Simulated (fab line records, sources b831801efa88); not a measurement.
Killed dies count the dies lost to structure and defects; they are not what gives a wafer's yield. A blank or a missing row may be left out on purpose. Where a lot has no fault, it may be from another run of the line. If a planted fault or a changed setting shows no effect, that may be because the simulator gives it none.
Struck lot and sound lot, side by side | flow sky130 | 35 steps out of a route of 708
Sound: the wafers L446.1, L446.3, L446.4. Wafers struck: L443.2, L443.4, L443.5. At the end, the cause is stated.
For every step that has rows: the tool of each side, followed by ch and its chambers, followed by its first start. Under that, the readings that differ: sound wafers | struck wafers | difference of the means | sigmas: that difference in standard deviations of wafers without a fault.
alike: words and numbers the same on both sides, and readings whose means are apart by under 2 such deviations; not compared: readings that were withheld, readings missing a value for some wafer, numbers with overlapping values and no deviation given by the record, and bounds like >300 which may hide the same value.
Wherever a step has rows on one side only, a row that says differs or no value, or a row with sigmas, the two part there. Non-overlapping numbers with no deviation appear without sigmas and do not part them. Lack of a reading on every wafer of one side parts them only where that side has two or more wafers.

first, 10 steps without rows for these wafers: SKY_POLY_CUT_ETCH_10 (etches BARC in N2/H2, stops on SiO2, time 45.9 s, target depth 60 nm); SKY_POLY_CUT_ETCH_11 (etches Si3N4 in CF4/CH2F2/Ar, stops on poly-Si, time 42.5 s, target depth 60 nm); SKY_POLY_CUT_STRIP_12 (strips in O2/N2); SKY_SD_P_DEHYDRATE_00 (time 60 s); SKY_SD_P_HMDS_01 (prime time 60 s); SKY_SD_P_COAT_02 (resist thk 1140 nm); SKY_SD_P_SOFTBAKE_03 (time 60 s); SKY_SD_P_EXPOSE_04 (exposes mask PSDM, target cd 380 nm); SKY_SD_P_PEB_05; SKY_SD_P_DEVELOP_06 (develop time 60 s).
SKY_SD_P_IMPLANT_09:
  sound on implanter-03 ch 0, day 29 00:57; struck on implanter-04 ch 0, day 28 09:16
  reading       | sound                     | struck                       | difference | sigmas
  beam_on_s (s) | 15.7 16.0 15.7            | 18.0 18.7 19.3               | +2.9       | +4
  dose_ions_cm2 | 3e+15 2.999e+15 3.002e+15 | 3.868e+15 3.87e+15 3.871e+15 | +8.693e+14 | +99 or more
SKY_SD_P_STRIP_10: strips in O2/N2.
  sound on plasma_asher-03 ch 0,1, day 29 01:06; struck on plasma_asher-03 ch 0,1, day 28 09:24
  reading                      | sound             | struck            | difference | sigmas
  strip_time_to_endpoint_s (s) | 17.45 17.49 17.42 | 17.96 17.99 17.98 | +0.52      | +11
  alike: drypump_motor_current_A, oes_product_au
  not compared: rf_hours_counter_h
SKY_SD_P_TW_MEAS_11:
  sound: film_metro-01 at day 29 01:12; struck: film_metro-03 at day 28 09:44
  reading | sound          | struck         | difference | sigmas
  SD_P_TW | 2822 2819 2803 | 2981 2957 2953 | +149       | +10
  not compared: hold
then, 20 steps without rows for these wafers: SKY_RES_XHIGH_HMDS_01 (prime time 60 s); SKY_RES_XHIGH_COAT_02 (resist thk 1140 nm); SKY_RES_XHIGH_SOFTBAKE_03 (time 60 s); SKY_RES_XHIGH_EXPOSE_04 (exposes mask URPM, target cd 1270 nm); SKY_RES_XHIGH_PEB_05; SKY_RES_XHIGH_DEVELOP_06 (develop time 60 s); SKY_RES_XHIGH_IMPLANT_07; SKY_RES_XHIGH_STRIP_08 (strips in O2/N2); SKY_SD_N_DEHYDRATE_00 (time 60 s); SKY_SD_N_HMDS_01 (prime time 60 s); SKY_SD_N_COAT_02 (resist thk 1140 nm); SKY_SD_N_SOFTBAKE_03 (time 60 s); SKY_SD_N_EXPOSE_04 (exposes mask NSDM, target cd 380 nm); SKY_SD_N_PEB_05; SKY_SD_N_DEVELOP_06 (develop time 60 s); SKY_SD_N_IMPLANT_09; SKY_SD_N_IMPLANT_10; SKY_SD_N_STRIP_11 (strips in O2/N2); SKY_SD_N_CLEAN_13 (cleans in SC1/SC2, time 150 s); SKY_SD_N_RTA_14 (time 2 s).
-- the record jumps here: 2 days lie between the struck wafers' starts before and after --
SKY_SD_N_RS_MEAS_17: a four-point-probe measurement.
  sound: film_metro-03 at day 31 09:22; struck: film_metro-01 at day 30 18:53
  reading          | sound             | struck            | difference | sigmas
  SD_P_RS (ohm/sq) | 146.4 146.8 146.9 | 143.0 143.8 143.5 | -3.3       | -9
  not compared: hold
-- record jumps: 17 days separate the struck wafers' starts on either side; left off in module SD_N, taken up again in module PAD_OPEN, whose first shown step is the route's number 708 --
SKY_PAD_OPEN_PROBE_99:
  sound: prober-02 at day 48 08:58; struck: prober-02 at day 47 20:31
  reading                             | sound             | struck            | difference | sigmas
  model.etest.res_high_po.line_ohm_um | 754.4 753.3 741.3 | 630.1 639 642.7   | -112.4     |
  model.etest.res_pdiff.line_ohm_um   | 1374 1402 1406    | 1285 1297 1306    | -98        |
  model.etest.licon_high_po.rc_ohm    | 352.1 363 361.3   | 253.4 266.3 267.9 | -96.3      |
  model.etest.pfet_01v8.r_on_ohm_um   | 2902 2924 2922    | 2807 2744 2769    | -143       |
  model.etest.licon_pdiff.rc_ohm      | 623.4 611 593.4   | 512.7 528.3 540.9 | -82.0      |
  model.etest.res_high_po.rs_ohm_sq   | 257.6 260.7 257.3 | 218.3 221.5 224.1 | -37.2      |
  model.etest.res_pdiff_hv.rs_ohm_sq  | 191.1 189 190.6   | 179.9 178.5 177.6 | -11.6      |
  model.etest.res_pdiff.rs_ohm_sq     | 196.1 197.2 196.2 | 185.6 185.2 184   | -11.6      |
  alike: killed_at_M0_to_M3, killed_at_M4_up, killed_at_contacts, killed_at_front_end, killed_at_other, killed_dies, killed_open, killed_short

== WHERE THEY PART ==
First at SKY_SD_P_IMPLANT_09; last, within this record, at SKY_SD_N_RS_MEAS_17. Later steps at which nothing parts them and some readings are alike: SKY_PAD_OPEN_PROBE_99.

WHY: whatever the simulator had introduced
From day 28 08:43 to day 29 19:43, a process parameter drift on implanter-04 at SKY_SD_P_IMPLANT_09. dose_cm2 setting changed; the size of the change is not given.
